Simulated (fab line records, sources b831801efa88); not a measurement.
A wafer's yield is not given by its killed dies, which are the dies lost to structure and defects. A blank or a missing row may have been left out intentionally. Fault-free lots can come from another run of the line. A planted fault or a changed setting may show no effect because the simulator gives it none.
A lot that was struck, set against a sound lot / flow sky130 / 16 out of 708 route steps
Sound: the wafers L386.4, L386.5, L386.6. Struck: wafers L400.2, L400.6. (L400.5 of the same lot was not struck and is left out.) The cause comes at the end.
At each step with rows: each side's tool, then ch and its chambers, then its first start. Under that, the readings that differ: sound wafers / struck wafers / difference of the means / sigmas: that difference in standard deviations of wafers without a fault.
alike: a reading whose means differ by less than 2 such deviations, as well as words and numbers matching on both sides. not compared: withheld readings; readings where some wafer has no value; bounds like >300 that might hide an equal value; numbers whose values overlap and for which the record gives no deviation.
A row with sigmas, a row that says differs or no value, or rows on one side alone: a step with any of these is where the two part. Numbers that don't overlap but have no deviation are shown without sigmas and don't part them. A reading missing from all wafers of one side parts the sides only when that side holds two or more wafers.

first, 2 steps without rows for these wafers: SKY_METAL4_PEB_11; SKY_METAL4_DEVELOP_12 (develop time 60 s).
SKY_METAL4_CD_MEAS_13: target cd 300 nm.
  sound: cd_sem-01 at day 44 03:37; struck: cd_sem-02 at day 47 14:54
  alike: cd_nm
SKY_METAL4_OVL_MEAS_14:
  sound: overlay-02 at day 44 03:42; struck: overlay-02 at day 47 15:00
  alike: METAL4_OVL
SKY_METAL4_DESCUM_15: chemistry O2, time 8 s.
  sound on rie_metal-01 ch 0,1, day 44 03:44; struck on rie_metal-02 ch 1, day 47 15:02
  alike: drypump_motor_current_A, oes_product_au
  not compared: rf_hours_counter_h
SKY_METAL4_ETCH_16: etches BARC in N2/H2, stops on SiO2, time 88.2 s, target depth 60 nm.
  sound on rie_metal-01 ch 0,1, day 44 03:47; struck on rie_metal-02 ch 1, day 47 15:04
reading=throttle_valve_pct (%); sound=13.199 13.198 13.185; struck=13.217 13.212; difference=+0.021; sigmas=+2
  alike: drypump_motor_current_A, oes_product_au
  not compared: rf_hours_counter_h
SKY_METAL4_ETCH_17: etches SiO2 in C4F8/O2/Ar, stops on TiN, time 3.9 s, target depth 15 nm.
  sound on rie_diel-01 ch 1,2,3, day 44 03:51; struck on rie_diel-04 ch 3, day 47 15:10
  alike: oes_product_au
  not compared: rf_hours_counter_h
SKY_METAL4_METAL_ETCH_18: etches the open film in Cl2/BCl3, stops on SiO2, target depth 845 nm, time 178.2 s.
  sound on rie_metal-02 ch 0,1, day 44 03:55; struck on rie_metal-01 ch 0,1, day 47 15:11
  alike: drypump_motor_current_A, mfc_cl2_sccm, oes_product_au, throttle_valve_pct
  not compared: rf_hours_counter_h
SKY_METAL4_STRIP_19: strips in O2/N2.
  sound on plasma_asher-03 ch 0,1, day 44 04:05; struck on plasma_asher-02 ch 0,1, day 47 15:22
  alike: drypump_motor_current_A, oes_product_au, strip_time_to_endpoint_s
  not compared: rf_hours_counter_h
then, 3 steps without rows for these wafers: SKY_METAL4_STRIP_20 (strips in post etch residue remover, time 1200 s); SKY_METAL4_CLEAN_21 (cleans in IPA, time 180 s); SKY_METAL4_CLEAN_22 (cleans in O3/DIW).
SKY_VIA4_HDPCVD_00: deposits SiO2, target thk 1750 nm, time 291.7 s.
  sound on hdpcvd-02 ch 0,1,2, day 44 05:10; struck on hdpcvd-02 ch 0, day 47 15:57
reading=sih4_flow_sccm (sccm); sound=59.97 60.20 60.07; struck=48.06 47.97; difference=-12.06; sigmas=-75
reading=model.SiO2_of_VIA4_HDPCVD_00.thk_nm (nm); sound=1754 1738 1746; struck=1414 1404; difference=-337; sigmas=
SKY_VIA4_THK_MEAS_01:
  sound: film_metro-03 at day 44 05:17; struck: film_metro-01 at day 47 16:08
reading=VIA4_HDPCVD_THK (nm); sound=1754 1737 1746; struck=1413 1403; difference=-338; sigmas=-16
then, 1 step without rows for these wafers: SKY_VIA4_CMP_02 (polishes SiO2).
SKY_PAD_OPEN_PROBE_99:
  sound wafers here have rows in the record (prober-02, day 47 21:34); struck ones have none

WHERE THEY PART
First at SKY_METAL4_ETCH_16; last, within this record, at SKY_PAD_OPEN_PROBE_99.

WHY: what the simulator had put in
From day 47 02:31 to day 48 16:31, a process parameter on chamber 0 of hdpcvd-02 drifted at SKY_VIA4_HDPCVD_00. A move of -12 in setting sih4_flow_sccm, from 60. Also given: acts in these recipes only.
